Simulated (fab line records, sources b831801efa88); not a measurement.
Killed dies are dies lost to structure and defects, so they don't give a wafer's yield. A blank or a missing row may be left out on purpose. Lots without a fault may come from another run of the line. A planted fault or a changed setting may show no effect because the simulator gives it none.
A struck lot beside a sound one | flow sfq_line | 19 steps out of a route of 325
Sound: wafers L679.3, L679.4, L679.6. Struck: wafers L665.1, L665.2, L665.4. The cause comes at the end.
At each step with rows: each side's tool, then ch and its chambers, then its first start. Under that, the readings that differ: sound wafers | struck wafers | difference of the means | sigmas: that difference in standard deviations of wafers without a fault.
alike: readings whose means differ by less than 2 such deviations, and words and numbers that are the same on both sides. not compared: withheld readings, readings that some wafer has no value for, bounds like >300 that may hide the same value, and numbers for which the record gives no deviation and whose values overlap.
The two part at a step that has a row with sigmas, a row that says differs or no value, or rows on one side only. Numbers that don't overlap but have no deviation are shown without sigmas and don't part them. A reading that every wafer of one side lacks parts them only if that side has two wafers or more.

SFQ_M4_OVL_MEAS_926:
  sound on overlay-01, day 55 07:43; struck on overlay-02, day 49 09:02
  alike: M4_OVL
then, 1 step without rows for these wafers: SFQ_TRILAYER_M4_BARC_OPEN_METAL_ETCH_123 (etches BARC in O2, target depth 125 nm, time 41.7 s).
SFQ_TRILAYER_M4_ETCH_METAL_ETCH_096: etches Nb in Cl2/Ar, stops on SiO2, target depth 240 nm, time 120 s.
  sound on rie_metal-04 ch 0,1, day 55 07:50; struck on rie_metal-02 ch 0,1, day 49 09:08
  alike: drypump_motor_current_A, oes_product_au
  not compared: rf_hours_counter_h
SFQ_TRILAYER_M4_STRIP_STRIP_097: strips in O2.
  sound on rie_metal-04 ch 0,1, day 55 08:07; struck on rie_metal-02 ch 0,1, day 49 09:15
  alike: drypump_motor_current_A, oes_product_au
  not compared: rf_hours_counter_h
then, 1 step without rows for these wafers: SFQ_TRILAYER_M4_STRIP_SOLV_CLEAN_098 (cleans in NMP, time 600 s).
SFQ_TRILAYER_I4_DEP_PECVD_099: deposits SiO2 from SiH4/N2O, time 111.11 s, target thk 500 nm.
  sound on pecvd-02 ch 0,1,2, day 55 08:41; struck on pecvd-01 ch 0,1,2, day 49 10:02
  alike: heater_power_w, throttle_valve_pct
SFQ_TRILAYER_I4_CMP_CMP_100: polishes SiO2.
  sound on cmp-02 ch 0,1,3, day 55 18:01; struck on cmp-01 ch 0,2,3, day 49 10:37
  alike: motor_current_A, time_to_endpoint_s
SFQ_I4_BOW_MEAS_927:
  sound on film_metro-03, day 55 20:04; struck on film_metro-04, day 49 13:07
  alike: I4_BOW
then, 4 steps without rows for these wafers: SFQ_TRILAYER_I4_METRO_MEASURE_101; SFQ_TRILAYER_I4_VIA_LITHO_COAT_108 (resist thk 62 nm); SFQ_TRILAYER_I4_VIA_LITHO_COAT_103 (resist thk 650 nm); SFQ_TRILAYER_I4_VIA_LITHO_SOFTBAKE_107.
SFQ_TRILAYER_I4_VIA_LITHO_EXPOSE_104: exposes mask I4, target cd 700 nm.
  sound on krf_scanner-02 ch 0, day 59 13:29; struck on krf_scanner-02 ch 0, day 49 15:11
  alike: mask
then, 2 steps without rows for these wafers: SFQ_TRILAYER_I4_VIA_LITHO_PEB_106 (peb time 60 s); SFQ_TRILAYER_I4_VIA_LITHO_DEVELOP_105 (time 60 s).
SFQ_I4_OVL_MEAS_928:
  sound on overlay-02, day 59 14:36; struck on overlay-01, day 49 16:41
  alike: I4_OVL
SFQ_TRILAYER_I4_VIA_BARC_OPEN_VIA_ETCH_146: etches BARC in O2, target depth 125 nm, time 41.7 s.
  sound on rie_diel-04 ch 0,2,3, day 59 14:38; struck on rie_diel-04 ch 1,2,3, day 49 16:44
  reading             | sound             | struck            | difference | sigmas
  model.I4.cd_nm (nm) | 698.1 701.2 700.1 | 731.5 729.5 732.8 | +31.5      |
  alike: drypump_motor_current_A, oes_product_au
  not compared: rf_hours_counter_h
SFQ_TRILAYER_I4_VIA_ETCH_VIA_ETCH_106: etches SiO2 in CHF3, stops on Nb, target depth 260 nm.
  sound on rie_diel-04 ch 0,2,3, day 59 14:40; struck on rie_diel-04 ch 1,2,3, day 49 16:46
  reading             | sound             | struck          | difference | sigmas
  model.I4.cd_nm (nm) | 700.5 700.3 697.6 | 725.2 730 731.9 | +29.6      |
  alike: drypump_motor_current_A, oes_product_au
SFQ_TRILAYER_I4_VIA_STRIP_STRIP_107: strips in O2.
  sound on rie_metal-01 ch 0,1, day 59 14:59; struck on rie_metal-01 ch 1, day 49 16:53
  alike: drypump_motor_current_A, oes_product_au
  not compared: rf_hours_counter_h

WHERE THEY PART
Nowhere in this record.

WHY: what the simulator had put in
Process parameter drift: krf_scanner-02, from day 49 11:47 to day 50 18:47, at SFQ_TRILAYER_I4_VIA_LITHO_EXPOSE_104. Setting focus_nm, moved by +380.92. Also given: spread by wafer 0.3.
